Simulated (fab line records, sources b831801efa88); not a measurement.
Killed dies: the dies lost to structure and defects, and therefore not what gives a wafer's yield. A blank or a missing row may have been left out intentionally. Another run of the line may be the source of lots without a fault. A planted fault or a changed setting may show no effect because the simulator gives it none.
fab line records    flow sky130
record lots=12  wafers=35  last_day=50
route steps=708 shown VIA1@472 VIA2@510 PAD_OPEN@708
lots that met no fault: taken from a fault-free run of the same line
start_h: hours from the record's opening day to when the first of the lot's shown wafers began    wait_h: time in hours since the lot's previous step    " as in the row above    L1.1+2: a single row standing in for several wafers    - no value, or no start given    * or withheld: withheld    < > ~ a bound
route shown NAME@n: NAME is a module with steps in the file, n the number in the route of the first one    usual: average and standard deviation across the fault-free wafers    same: alike in all rows    chamber/n: place in a boat    sites: each site's reading    _std_site: the values' standard deviation    _edge_site: outer sites' mean less inner sites'    radius_mm: for every site, how far away it sits from the centre of the wafer    mask NAME#n: copy n    behind: the tool/chamber that last shaped the wafer    hold: cause of the lot's hold/its duration in hours/its outcome    device: the transistor (n, p or np) that didn't switch    end of line: tests of these same wafers at the route's end    a step with no rows: only its recipe    killed: dies lost to structure and defects at the first sort, not the wafer's yield    map: dies across one wafer; x = killed, . = not, _ = none there
set.NAME: setting as actually run; set.NAME@STEP: the setting as run at that earlier step    model.NAME: the simulator's own value behind a step, which no gauge read
a sample of lots followed through the steps of the route, with each step as a table and each wafer as a row
services: the hour from which a tool's chamber was out of use, counted from the record's first day as start_h (under 0 if before that day), plus the number of hours and why
## steps
# step SKY_VIA1_ETCH_14
# recipe chemistry=N2/H2  target=BARC  ion_energy_ev=200  source_w=500  bias_w=100  pressure_mtorr=30  n2_flow_sccm=100  h2_flow_sccm=200  stop_on=SiO2  time_s=45.9  target_depth_a=600
# usual drypump_motor_current_A=5.7/0.52  h2_flow_sccm=200.0/0.63  oes_product_au=0.855/0.0046  throttle_valve_pct=13.224/0.01
# same time_s=45.9
lot.wafer  tool         chamber  start_h  wait_h  drypump_motor_current_A  h2_flow_sccm  oes_product_au  rf_hours_counter_h  throttle_valve_pct
L172.1     rie_diel-03  1        785.27   0.0     6.3                      200.3         0.859           5                   13.225
L172.4     "            0        "        "       5.6                      199.3         0.853           13                  13.218
L172.6     "            0        "        "       5.6                      199.3         0.857           -                   13.207
L173.3     rie_diel-03  1        796.28   0.0     6.3                      200.2         0.863           6                   13.213
L173.5     "            1        "        "       6.3                      200.7         0.851           -                   13.218
L173.6     "            2        "        "       4.8                      199.5         0.855           -                   13.242
L174.1     rie_diel-02  2        806.07   0.0     5.2                      199.1         0.851           7                   13.227
L174.2     "            0        "        "       6.3                      199.8         0.856           12                  13.225
L174.4     "            3        "        "       5.3                      200.4         0.855           18                  13.219
L176.1     rie_diel-03  2        827.48   0.0     4.8                      200.4         0.844           14                  13.231
L176.2     "            1        "        "       6.3                      199.6         0.862           6                   13.238
L176.6     "            0        "        "       5.7                      199.8         0.856           -                   13.223
L183.1     rie_diel-03  1        875.02   0.0     6.3                      199.7         0.858           8                   13.214
L183.4     "            3        "        "       6.0                      199.8         0.852           12                  13.211
L185.1     rie_diel-01  3        895.87   0.0     5.7                      201.4         0.847           14                  13.258
L185.2     "            0        "        "       5.7                      200.2         0.855           7                   13.219
L185.3     "            1        "        "       6.2                      199.8         0.849           10                  13.216
L186.1     rie_diel-02  3        900.42   0.0     5.3                      198.7         0.858           20                  13.205
L186.3     "            1        "        "       5.9                      200.1         0.864           13                  13.239
L186.4     "            2        "        "       5.2                      199.1         0.859           10                  13.233
L188.4     rie_diel-03  2        911.43   0.0     4.8                      199.5         0.847           16                  13.227
L188.5     "            1        "        "       6.3                      200.9         0.846           -                   13.238
L188.6     "            0        "        "       5.6                      199.6         0.847           -                   13.226
L191.1     rie_diel-03  2        928.83   0.0     4.8                      200.2         0.858           16                  13.228
L191.5     "            2        "        "       4.8                      199.9         0.852           -                   13.220
L191.6     "            3        "        "       6.0                      200.2         0.855           -                   13.222
L192.1     rie_diel-03  3        934.57   0.0     6.0                      200.1         0.850           14                  13.221
L192.2     "            0        "        "       5.7                      199.4         0.854           17                  13.220
L192.5     "            2        "        "       4.8                      202.1         0.851           -                   13.223
L193.2     rie_diel-03  2        943.82   0.0     4.8                      200.4         0.858           17                  13.213
L193.3     "            0        "        "       5.6                      200.4         0.860           18                  13.228
L193.4     "            3        "        "       6.0                      200.3         0.861           14                  13.220
L195.2     rie_diel-02  0        959.42   0.0     6.2                      199.7         0.855           15                  13.228
L195.3     "            2        "        "       5.2                      201.1         0.852           11                  13.238
L195.6     "            0        "        "       6.3                      199.6         0.862           -                   13.228
# step SKY_VIA2_BOW_MEAS_03
# recipe mode=bow
# usual VIA2_BOW=82/7.7
lot.wafer  tool           chamber  start_h  wait_h  VIA2_BOW[um]
L172.1     film_metro-01  -        814.64   0.1     89
L172.4     "              -        "        "       88
L172.6     "              -        "        "       75
L173.3     film_metro-01  -        826.49   0.1     84
L173.5     "              -        "        "       77
L173.6     "              -        "        "       79
L174.1     film_metro-04  -        835.62   0.1     77
L174.2     "              -        "        "       78
L174.4     "              -        "        "       70
L176.1     film_metro-01  -        857.26   0.2     100
L176.2     "              -        "        "       96
L176.6     "              -        "        "       88
L183.1     film_metro-01  -        904.01   0.2     73
L183.4     "              -        "        "       85
L185.1     film_metro-01  -        924.29   0.2     88
L185.2     "              -        "        "       94
L185.3     "              -        "        "       82
L186.1     film_metro-04  -        928.09   0.1     94
L186.3     "              -        "        "       81
L186.4     "              -        "        "       78
L188.4     film_metro-04  -        940.49   0.3     85
L188.5     "              -        "        "       96
L188.6     "              -        "        "       78
L191.1     film_metro-01  -        955.84   0.1     79
L191.5     "              -        "        "       83
L191.6     "              -        "        "       76
L192.1     film_metro-01  -        961.90   0.1     90
L192.2     "              -        "        "       60
L192.5     "              -        "        "       78
L193.2     film_metro-01  -        970.81   0.2     93
L193.3     "              -        "        "       97
L193.4     "              -        "        "       90
L195.2     film_metro-02  -        985.99   0.3     99
L195.3     "              -        "        "       84
L195.6     "              -        "        "       83
# step SKY_VIA2_SOFTBAKE_08
# recipe temp_c=100  time_s=90  resist=KrF-thick
# usual heater_power_total_W=57.35/0.11  run_length_s=119.11/0.13
lot.wafer  tool            chamber  start_h  wait_h  heater_power_total_W  run_length_s
L172.1     litho_track-04  0        827      -       57.24                 118.89
L172.4     "               0        828      -       57.32                 119.00
L172.6     "               0        "        "       57.52                 119.18
L173.3     litho_track-03  0        839      -       57.32                 119.16
L173.5     "               0        "        "       57.25                 119.21
L173.6     "               0        "        "       57.20                 119.29
L174.1     litho_track-02  0        849      -       57.39                 119.05
L174.2     "               0        "        "       57.25                 119.25
L174.4     "               0        "        "       57.22                 119.15
L176.1     litho_track-04  0        869      -       57.16                 119.02
L176.2     "               0        "        "       57.30                 118.91
L176.6     "               0        "        "       57.19                 119.12
L183.1     litho_track-04  0        916      -       59.90                 106.97
L183.4     "               0        "        "       57.31                 118.99
L185.1     litho_track-04  0        936      -       60.17                 106.82
L185.2     "               0        "        "       57.42                 119.04
L185.3     "               0        "        "       57.20                 119.05
L186.1     litho_track-04  0        940      -       60.11                 106.86
L186.3     "               0        "        "       57.43                 119.19
L186.4     "               0        "        "       57.55                 118.94
L188.4     litho_track-03  0        952      -       57.41                 119.11
L188.5     "               0        "        "       57.42                 119.13
L188.6     "               0        "        "       57.26                 119.11
L191.1     litho_track-03  0        967      -       57.30                 119.13
L191.5     "               0        "        "       57.35                 119.09
L191.6     "               0        "        "       57.21                 119.13
L192.1     litho_track-02  0        974      -       57.33                 119.09
L192.2     "               0        "        "       57.46                 118.98
L192.5     "               0        "        "       57.32                 119.01
L193.2     litho_track-03  0        983      -       57.41                 119.18
L193.3     "               0        "        "       57.23                 119.35
L193.4     "               0        "        "       57.54                 119.16
L195.2     litho_track-03  0        997      -       57.36                 119.14
L195.3     "               0        "        "       57.57                 119.47
L195.6     "               0        "        "       57.39                 119.20
# step SKY_VIA2_STRIP_16
# recipe chemistry=O2/N2  power_w=1400  pressure_mtorr=1500  platen_temp_c=withheld  o2_flow_sccm=3000  n2_flow_sccm=300  overash_fraction=0.5
# usual drypump_motor_current_A=5.6/0.44  oes_product_au=0.400/0.0049  strip_time_to_endpoint_s=4.051/0.027
lot.wafer  tool             chamber  start_h  wait_h  drypump_motor_current_A  oes_product_au  rf_hours_counter_h  strip_time_to_endpoint_s
L172.1     plasma_asher-01  0        841.43   0.0     5.9                      0.397           73                  4.046
L172.4     "                1        "        "       5.9                      0.403           -                   4.044
L172.6     "                0        "        "       5.9                      0.400           -                   4.036
L173.3     plasma_asher-04  0        853.96   0.1     4.8                      0.401           -                   4.016
L173.5     "                1        "        "       5.9                      0.401           -                   4.056
L173.6     "                0        "        "       4.8                      0.399           -                   4.006
L174.1     plasma_asher-02  1        862.70   0.0     5.6                      0.399           102                 3.994
L174.2     "                0        "        "       6.0                      0.395           102                 4.053
L174.4     "                1        "        "       5.6                      0.400           -                   4.017
L176.1     plasma_asher-01  0        882.95   0.0     5.9                      0.391           78                  4.010
L176.2     "                1        "        "       5.9                      0.405           78                  4.092
L176.6     "                0        "        "       5.9                      0.398           -                   4.034
L183.1     plasma_asher-02  0        928.95   0.0     6.0                      0.403           108                 4.062
L183.4     "                0        "        "       6.0                      0.406           -                   4.051
L185.1     plasma_asher-02  0        949.20   0.0     6.0                      0.403           110                 4.075
L185.2     "                1        "        "       5.5                      0.402           110                 4.047
L185.3     "                0        "        "       5.9                      0.400           -                   4.088
L186.1     plasma_asher-02  0        953.53   0.0     6.0                      0.396           111                 4.086
L186.3     "                1        "        "       5.6                      0.398           -                   4.038
L186.4     "                0        "        "       6.0                      0.396           -                   4.029
L188.4     plasma_asher-04  0        964.61   0.1     4.8                      0.395           -                   4.070
L188.5     "                1        "        "       5.9                      0.408           -                   4.066
L188.6     "                0        "        "       4.8                      0.399           -                   4.022
L191.1     plasma_asher-02  0        980.83   0.0     6.0                      0.390           114                 3.985
L191.5     "                1        "        "       5.6                      0.407           -                   4.046
L191.6     "                0        "        "       6.0                      0.395           -                   4.027
L192.1     plasma_asher-04  1        986.63   0.0     5.9                      0.408           24                  4.074
L192.2     "                0        "        "       4.8                      0.397           24                  4.020
L192.5     "                0        "        "       4.8                      0.395           -                   4.047
L193.2     plasma_asher-02  1        995.30   0.0     5.6                      0.398           116                 4.019
L193.3     "                1        "        "       5.6                      0.399           -                   4.033
L193.4     "                0        "        "       6.0                      0.403           -                   4.072
L195.2     plasma_asher-04  1        1009.95  0.0     5.9                      0.409           25                  4.073
L195.3     "                0        "        "       4.8                      0.400           -                   4.109
L195.6     "                1        "        "       5.9                      0.394           -                   4.077
# step SKY_PAD_OPEN_PROBE_99
# usual defect_limited_yield=82.6/1.8  killed_at_M0_to_M3=43/6.4  killed_at_M4_up=2.8/1.7  killed_at_contacts=24/5.5  killed_at_front_end=15/4  killed_at_other=0.3/0.54  killed_dies=86/9.1  killed_on_rim=17/3.9  killed_open=47/6.6  killed_short=39/6.2  sort_bin_3_pad_short=0.9/0.45  sort_bin_5_function=10.4/1.4  sort_bin_6_memory=6.2/1.1  sort_n_pass=406/9.1  sort_yield_pct=82.6/1.8
# same gross_dies=492  killed_at_back_side=0  sort_bin_4_leakage[%]=0  sort_bin_8_speed[%]=0
lot.wafer  tool       chamber  start_h  wait_h  defect_limited_yield[%]  killed_at_M0_to_M3  killed_at_M4_up  killed_at_contacts  killed_at_front_end  killed_at_other  killed_dies  killed_on_rim  killed_open  killed_short  sort_bin_3_pad_short[%]  sort_bin_5_function[%]  sort_bin_6_memory[%]  sort_n_pass  sort_yield_pct[%]
L172.1     prober-01  -        1070.63  0.1     83.5                     40                  1                25                  15                   0                81           18             39           42            1.0                      9.3                     6.1                   411          83.5
L172.4     prober-01  -        1070.78  0.2     83.5                     31                  1                26                  22                   1                81           16             47           34            0.4                      11.8                    4.3                   411          83.5
L172.6     prober-01  -        1070.88  0.2     81.3                     39                  1                39                  13                   0                92           20             48           44            0.4                      12.4                    5.9                   400          81.3
L173.3     prober-02  -        1081.65  0.2     82.9                     34                  2                29                  19                   0                84           16             45           39            1.0                      10.2                    5.9                   408          82.9
L173.5     prober-02  -        1081.75  0.2     82.3                     32                  4                31                  20                   0                87           22             48           39            1.4                      10.0                    6.3                   405          82.3
L173.6     prober-02  -        1081.80  0.2     81.7                     43                  0                20                  26                   1                90           17             48           42            0.4                      11.6                    6.3                   402          81.7
L174.1     prober-01  -        1088.44  0.1     81.3                     51                  6                24                  11                   0                92           16             45           47            1.6                      9.8                     7.3                   400          81.3
L174.2     prober-01  -        1088.49  0.1     78.9                     50                  4                32                  18                   0                104          23             56           48            1.2                      11.6                    8.3                   388          78.9
L174.4     prober-01  -        1088.59  0.2     79.3                     58                  4                18                  21                   1                102          21             54           48            0.8                      12.8                    7.1                   390          79.3
L176.1     prober-02  -        1105.29  0.1     81.5                     49                  3                24                  15                   0                91           19             51           40            1.0                      11.0                    6.5                   401          81.5
L176.2     prober-02  -        1105.34  0.1     85.4                     36                  5                17                  13                   1                72           15             40           32            1.4                      8.3                     4.9                   420          85.4
L176.6     prober-02  -        1105.54  0.2     84.8                     34                  6                24                  10                   1                75           10             32           43            1.0                      7.7                     6.5                   417          84.8
L183.1     prober-01  -        1137.32  0.1     82.7                     42                  3                20                  20                   0                85           15             42           43            0.4                      11.6                    5.3                   407          82.7
L183.4     prober-01  -        1137.47  0.2     85.4                     39                  3                17                  13                   0                72           14             38           34            0.6                      10.4                    3.7                   420          85.4
L185.1     prober-01  -        1155.79  0.1     82.7                     44                  0                23                  17                   1                85           12             44           41            1.4                      8.1                     7.7                   407          82.7
L185.2     prober-01  -        1155.84  0.1     79.9                     49                  1                30                  17                   2                99           30             51           48            1.4                      11.8                    6.9                   393          79.9
L185.3     prober-01  -        1155.89  0.2     80.9                     45                  1                26                  22                   0                94           20             47           47            1.2                      11.2                    6.7                   398          80.9
L186.1     prober-02  -        1158.95  0.1     81.7                     47                  4                24                  15                   0                90           15             51           39            0.6                      12.8                    4.9                   402          81.7
L186.3     prober-02  -        1159.05  0.2     82.3                     37                  2                31                  17                   0                87           21             49           38            0.8                      10.8                    6.1                   405          82.3
L186.4     prober-02  -        1159.10  0.2     83.3                     41                  3                22                  15                   1                82           14             46           36            0.6                      9.1                     6.9                   410          83.3
L188.4     prober-02  -        1165.89  0.2     80.7                     46                  5                35                  9                    0                95           20             46           49            1.6                      11.8                    5.9                   397          80.7
L188.5     prober-02  -        1165.94  0.2     79.5                     59                  6                24                  12                   0                101          19             56           45            2.0                      11.4                    7.1                   391          79.5
L188.6     prober-02  -        1165.99  0.2     76.4                     59                  4                37                  16                   0                116          19             68           48            1.2                      14.0                    8.3                   376          76.4
L191.1     prober-01  -        1178.39  0.1     82.5                     33                  3                37                  13                   0                86           13             45           41            1.0                      11.8                    4.7                   406          82.5
L191.5     prober-01  -        1178.59  0.2     85.0                     43                  2                17                  12                   0                74           18             40           34            0.4                      8.7                     5.9                   418          85.0
L191.6     prober-01  -        1178.64  0.2     85.8                     41                  1                19                  9                    0                70           14             39           31            0.2                      9.3                     4.7                   422          85.8
L192.1     prober-02  -        1183.39  0.1     81.9                     44                  2                24                  19                   0                89           14             50           39            0.6                      11.0                    6.5                   403          81.9
L192.2     prober-02  -        1183.44  0.1     81.5                     44                  4                27                  15                   1                91           21             42           49            1.6                      10.4                    6.5                   401          81.5
L192.5     prober-02  -        1183.59  0.2     84.1                     41                  2                19                  16                   0                78           21             43           35            0.4                      9.1                     6.3                   414          84.1
L193.2     prober-01  -        1186.90  0.1     82.7                     45                  3                19                  18                   0                85           18             52           33            0.8                      11.0                    5.5                   407          82.7
L193.3     prober-01  -        1186.95  0.2     88.0                     31                  2                16                  10                   0                59           10             37           22            1.0                      6.9                     4.1                   433          88.0
L193.4     prober-01  -        1187.00  0.2     80.9                     57                  5                17                  15                   0                94           12             52           42            0.6                      10.4                    8.1                   398          80.9
L195.2     prober-01  -        1197.74  0.1     80.5                     48                  3                23                  21                   1                96           16             46           50            1.4                      10.6                    7.5                   396          80.5
L195.3     prober-01  -        1197.79  0.2     83.5                     45                  2                15                  19                   0                81           15             47           34            0.6                      10.2                    5.7                   411          83.5
L195.6     prober-01  -        1197.94  0.2     83.5                     45                  4                21                  11                   0                81           18             38           43            1.0                      11.8                    3.7                   411          83.5
# killed by level:class
L172.1 CONTACT:geometric_particle:open=10 VIA2:geometric_particle:open=8 CONTACT:geometric_particle:short=7 FIELD_ISO:geometric_particle:short=5 VIA2:geometric_particle:short=5 METAL2:geometric_particle:short=4 LOCAL_INTERCONNECT:geometric_particle:short=4 METAL1:geometric_particle:short=4
L172.4 VIA1:geometric_particle:open=13 CONTACT:geometric_particle:open=12 CONTACT:geometric_particle:short=7 POLY_GATE:geometric_particle:open=6 POLY_GATE:geometric_particle:short=5 FIELD_ISO:geometric_particle:open=4 METAL3:geometric_particle:short=4 FIELD_ISO:geometric_particle:short=3
L172.6 CONTACT:geometric_particle:open=14 LI_CONTACT:geometric_particle:open=11 CONTACT:geometric_particle:short=10 VIA1:geometric_particle:open=10 FIELD_ISO:geometric_particle:short=7 METAL2:geometric_particle:short=7 VIA1:geometric_particle:short=6 VIA3:geometric_particle:open=4
L173.3 CONTACT:geometric_particle:open=11 CONTACT:geometric_particle:short=7 VIA2:geometric_particle:open=6 FIELD_ISO:geometric_particle:short=5 METAL1:geometric_particle:short=5 VIA3:geometric_particle:open=5 FIELD_ISO:geometric_particle:open=4 LOCAL_INTERCONNECT:geometric_particle:short=4
L173.5 LI_CONTACT:geometric_particle:open=10 CONTACT:geometric_particle:open=9 FIELD_ISO:geometric_particle:open=5 POLY_GATE:geometric_particle:open=5 POLY_GATE:geometric_particle:short=5 LI_CONTACT:geometric_particle:short=4 VIA1:geometric_particle:short=4 CONTACT:geometric_particle:short=4
L173.6 VIA1:geometric_particle:open=16 CONTACT:geometric_particle:open=11 FIELD_ISO:geometric_particle:short=8 METAL2:geometric_particle:short=6 POLY_GATE:geometric_particle:short=5 FIELD_ISO:geometric_particle:open=4 METAL1:geometric_particle:short=4 VIA1:geometric_particle:short=4
L174.1 VIA1:geometric_particle:open=9 CONTACT:geometric_particle:open=8 VIA2:geometric_particle:open=7 VIA3:geometric_particle:open=7 CONTACT:geometric_particle:short=7 METAL3:geometric_particle:short=7 LI_CONTACT:geometric_particle:open=6 VIA3:geometric_particle:short=5
L174.2 CONTACT:geometric_particle:open=11 VIA1:geometric_particle:open=11 LI_CONTACT:geometric_particle:open=8 METAL2:geometric_particle:short=7 VIA2:geometric_particle:open=7 CONTACT:geometric_particle:short=6 VIA3:geometric_particle:open=6 FIELD_ISO:geometric_particle:open=5
L174.4 VIA1:geometric_particle:open=14 METAL2:geometric_particle:short=10 VIA2:geometric_particle:open=7 VIA3:geometric_particle:short=7 FIELD_ISO:geometric_particle:short=6 CONTACT:geometric_particle:open=6 VIA3:geometric_particle:open=5 LI_CONTACT:geometric_particle:open=5
L176.1 VIA1:geometric_particle:open=10 VIA1:geometric_particle:short=9 VIA3:geometric_particle:open=9 LI_CONTACT:geometric_particle:open=8 CONTACT:geometric_particle:open=8 POLY_GATE:geometric_particle:short=5 VIA2:geometric_particle:open=5 LOCAL_INTERCONNECT:geometric_particle:short=4
L176.2 VIA1:geometric_particle:open=11 VIA3:geometric_particle:open=8 CONTACT:geometric_particle:open=7 METAL1:geometric_particle:short=7 CONTACT:geometric_particle:short=5 FIELD_ISO:geometric_particle:open=4 METAL4:geometric_particle:short=4 POLY_GATE:geometric_particle:short=3
L176.6 CONTACT:geometric_particle:open=7 METAL3:geometric_particle:short=6 LI_CONTACT:geometric_particle:open=5 METAL1:geometric_particle:short=5 VIA1:geometric_particle:short=5 VIA1:geometric_particle:open=5 METAL4:geometric_particle:short=5 VIA2:geometric_particle:open=4
L183.1 CONTACT:geometric_particle:short=9 VIA1:geometric_particle:open=8 VIA2:geometric_particle:open=7 VIA2:geometric_particle:short=6 FIELD_ISO:geometric_particle:short=5 POLY_GATE:geometric_particle:open=5 CONTACT:geometric_particle:open=5 VIA3:geometric_particle:short=5
L183.4 METAL1:geometric_particle:short=9 VIA3:geometric_particle:open=8 LI_CONTACT:geometric_particle:open=6 VIA1:geometric_particle:open=5 VIA1:geometric_particle:short=4 CONTACT:geometric_particle:open=4 VIA2:geometric_particle:open=4 FIELD_ISO:geometric_particle:open=3
L185.1 VIA1:geometric_particle:open=10 CONTACT:geometric_particle:open=9 LI_CONTACT:geometric_particle:open=8 METAL2:geometric_particle:short=8 METAL1:geometric_particle:short=7 POLY_GATE:geometric_particle:short=6 FIELD_ISO:geometric_particle:short=5 CONTACT:geometric_particle:short=5
L185.2 VIA1:geometric_particle:open=13 LI_CONTACT:geometric_particle:open=10 LOCAL_INTERCONNECT:geometric_particle:short=7 CONTACT:geometric_particle:open=7 FIELD_ISO:geometric_particle:short=5 POLY_GATE:geometric_particle:short=5 METAL2:geometric_particle:short=5 VIA3:geometric_particle:short=5
L185.3 CONTACT:geometric_particle:open=12 METAL1:geometric_particle:short=10 VIA1:geometric_particle:open=9 POLY_GATE:geometric_particle:short=7 LI_CONTACT:geometric_particle:open=6 CONTACT:geometric_particle:short=6 FIELD_ISO:geometric_particle:short=5 POLY_GATE:geometric_particle:open=5
L186.1 VIA2:geometric_particle:open=10 LI_CONTACT:geometric_particle:open=8 CONTACT:geometric_particle:open=8 VIA1:geometric_particle:short=7 VIA1:geometric_particle:open=7 LOCAL_INTERCONNECT:geometric_particle:short=5 VIA3:geometric_particle:open=5 POLY_GATE:geometric_particle:short=4
L186.3 VIA3:geometric_particle:open=11 CONTACT:geometric_particle:short=9 LI_CONTACT:geometric_particle:open=9 VIA1:geometric_particle:open=8 CONTACT:geometric_particle:open=6 FIELD_ISO:geometric_particle:open=5 POLY_GATE:geometric_particle:short=5 FIELD_ISO:geometric_particle:short=4
L186.4 METAL2:geometric_particle:short=9 VIA2:geometric_particle:open=9 LI_CONTACT:geometric_particle:open=7 CONTACT:geometric_particle:open=7 VIA3:geometric_particle:open=6 VIA1:geometric_particle:open=6 FIELD_ISO:geometric_particle:short=5 POLY_GATE:geometric_particle:open=3
L188.4 LI_CONTACT:geometric_particle:open=11 CONTACT:geometric_particle:open=11 METAL2:geometric_particle:short=8 VIA3:geometric_particle:open=7 VIA1:geometric_particle:short=7 CONTACT:geometric_particle:short=6 METAL1:geometric_particle:short=6 VIA1:geometric_particle:open=6
L188.5 VIA1:geometric_particle:open=12 CONTACT:geometric_particle:open=10 VIA1:geometric_particle:short=9 VIA3:geometric_particle:open=8 VIA2:geometric_particle:open=8 CONTACT:geometric_particle:short=6 METAL1:geometric_particle:short=6 VIA2:geometric_particle:short=4
L188.6 CONTACT:geometric_particle:open=17 VIA1:geometric_particle:open=13 VIA2:geometric_particle:open=9 VIA3:geometric_particle:open=7 VIA3:geometric_particle:short=6 LOCAL_INTERCONNECT:geometric_particle:short=6 CONTACT:geometric_particle:short=6 METAL1:geometric_particle:short=5
L191.1 CONTACT:geometric_particle:open=13 LI_CONTACT:geometric_particle:open=10 VIA1:geometric_particle:open=7 LI_CONTACT:geometric_particle:short=6 CONTACT:geometric_particle:short=5 METAL1:geometric_particle:short=4 VIA2:geometric_particle:short=4 FIELD_ISO:geometric_particle:short=3
L191.5 VIA1:geometric_particle:open=10 CONTACT:geometric_particle:open=9 VIA2:geometric_particle:open=7 VIA1:geometric_particle:short=6 FIELD_ISO:geometric_particle:short=4 POLY_GATE:geometric_particle:open=4 METAL1:geometric_particle:short=4 METAL2:geometric_particle:short=4
L191.6 VIA3:geometric_particle:open=8 VIA1:geometric_particle:short=7 VIA1:geometric_particle:open=7 METAL1:geometric_particle:short=5 LI_CONTACT:geometric_particle:open=5 CONTACT:geometric_particle:open=5 CONTACT:geometric_particle:short=4 VIA2:geometric_particle:open=4
L192.1 CONTACT:geometric_particle:open=11 VIA1:geometric_particle:open=8 FIELD_ISO:geometric_particle:short=7 LI_CONTACT:geometric_particle:open=7 FIELD_ISO:geometric_particle:open=6 VIA2:geometric_particle:open=6 VIA1:geometric_particle:short=6 VIA2:geometric_particle:short=6
L192.2 VIA1:geometric_particle:short=8 VIA1:geometric_particle:open=8 VIA2:geometric_particle:open=7 LI_CONTACT:geometric_particle:open=7 CONTACT:geometric_particle:open=7 FIELD_ISO:geometric_particle:short=5 LOCAL_INTERCONNECT:geometric_particle:short=5 VIA2:geometric_particle:short=4
L192.5 VIA2:geometric_particle:open=8 LI_CONTACT:geometric_particle:open=7 METAL1:geometric_particle:short=7 CONTACT:geometric_particle:open=6 VIA1:geometric_particle:open=6 POLY_GATE:geometric_particle:open=4 METAL2:geometric_particle:short=4 VIA3:geometric_particle:open=4
L193.2 VIA1:geometric_particle:open=11 CONTACT:geometric_particle:open=10 METAL2:geometric_particle:short=9 FIELD_ISO:geometric_particle:open=8 POLY_GATE:geometric_particle:open=6 LI_CONTACT:geometric_particle:open=5 METAL1:geometric_particle:short=5 VIA1:geometric_particle:short=5
L193.3 VIA1:geometric_particle:open=9 LI_CONTACT:geometric_particle:open=6 CONTACT:geometric_particle:open=6 VIA1:geometric_particle:short=5 VIA2:geometric_particle:open=5 FIELD_ISO:geometric_particle:open=4 VIA2:geometric_particle:short=4 METAL2:geometric_particle:short=4
L193.4 VIA1:geometric_particle:open=12 VIA3:geometric_particle:open=10 VIA2:geometric_particle:open=7 VIA2:geometric_particle:short=7 METAL3:geometric_particle:short=6 POLY_GATE:geometric_particle:open=6 CONTACT:geometric_particle:short=6 CONTACT:geometric_particle:open=6
L195.2 VIA1:geometric_particle:open=11 METAL2:geometric_particle:short=10 LI_CONTACT:geometric_particle:open=8 CONTACT:geometric_particle:open=7 FIELD_ISO:geometric_particle:short=6 FIELD_ISO:geometric_particle:open=5 POLY_GATE:geometric_particle:short=5 LOCAL_INTERCONNECT:geometric_particle:short=5
L195.3 VIA1:geometric_particle:open=9 VIA3:geometric_particle:open=9 POLY_GATE:geometric_particle:open=6 POLY_GATE:geometric_particle:short=6 VIA2:geometric_particle:open=6 LI_CONTACT:geometric_particle:open=4 METAL1:geometric_particle:short=4 VIA1:geometric_particle:short=4
L195.6 CONTACT:geometric_particle:open=11 VIA1:geometric_particle:open=10 METAL2:geometric_particle:short=6 VIA3:geometric_particle:open=5 METAL4:geometric_particle:short=4 POLY_GATE:geometric_particle:short=4 VIA2:geometric_particle:short=4 METAL3:geometric_particle:short=4
## services
tool             chamber  start_h  hours  kind
rie_diel-02      0        768.13   8.8    repair
rie_diel-01      -        810.39   0.5    repair
plasma_asher-04  -        810.80   2.8    pm
plasma_asher-02  -        835.28   1.9    repair
rie_diel-01      2        843.48   1.4    repair
rie_diel-01      3        886.44   6.0    repair
rie_diel-01      3        913.66   3.6    repair
rie_diel-02      3        931.92   -      clean
rie_diel-02      3        931.92   34.7   scheduled_down
rie_diel-02      3        931.92   34.7   vent_cycle
rie_diel-01      -        936.23   0.5    repair
rie_diel-02      1        943.55   3.6    repair
plasma_asher-04  -        972.01   10.1   pm
rie_diel-01      -        972.56   0.2    repair
rie_diel-03      -        978.67   0.2    repair
rie_diel-01      1        980.10   6.6    repair
rie_diel-02      1        980.99   6.6    repair
rie_diel-02      2        982.55   4.3    repair
plasma_asher-04  -        986.84   3.7    repair
plasma_asher-04  -        988.01   4.1    repair
rie_diel-01      -        1006.37  0.2    repair
## key
first_sign step=SKY_VIA2_SOFTBAKE_08  reading=run_length_s  direction=down  sigmas=94  usual=*  struck=*
effect step=SKY_VIA2_SOFTBAKE_08  reading=heater_power_total_W  direction=up  sigmas=25  usual=*  struck=*
met_at SKY_VIA2_SOFTBAKE_08
struck_lots L183,L185,L186
struck_wafers L183.1,L185.1,L186.1
not_acting_at SKY_VIA1_ETCH_14,SKY_VIA2_BOW_MEAS_03,SKY_VIA2_STRIP_16
onset_between 869 916
fault kind=process_parameter_drift  tool=litho_track-04  chamber=-  onset_h=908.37  steps=SKY_VIA2_SOFTBAKE_08  channel=time_s  offset=*  shape=step  end_h=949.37  scope=struck_wafers_only  acts_in=*  stated=*
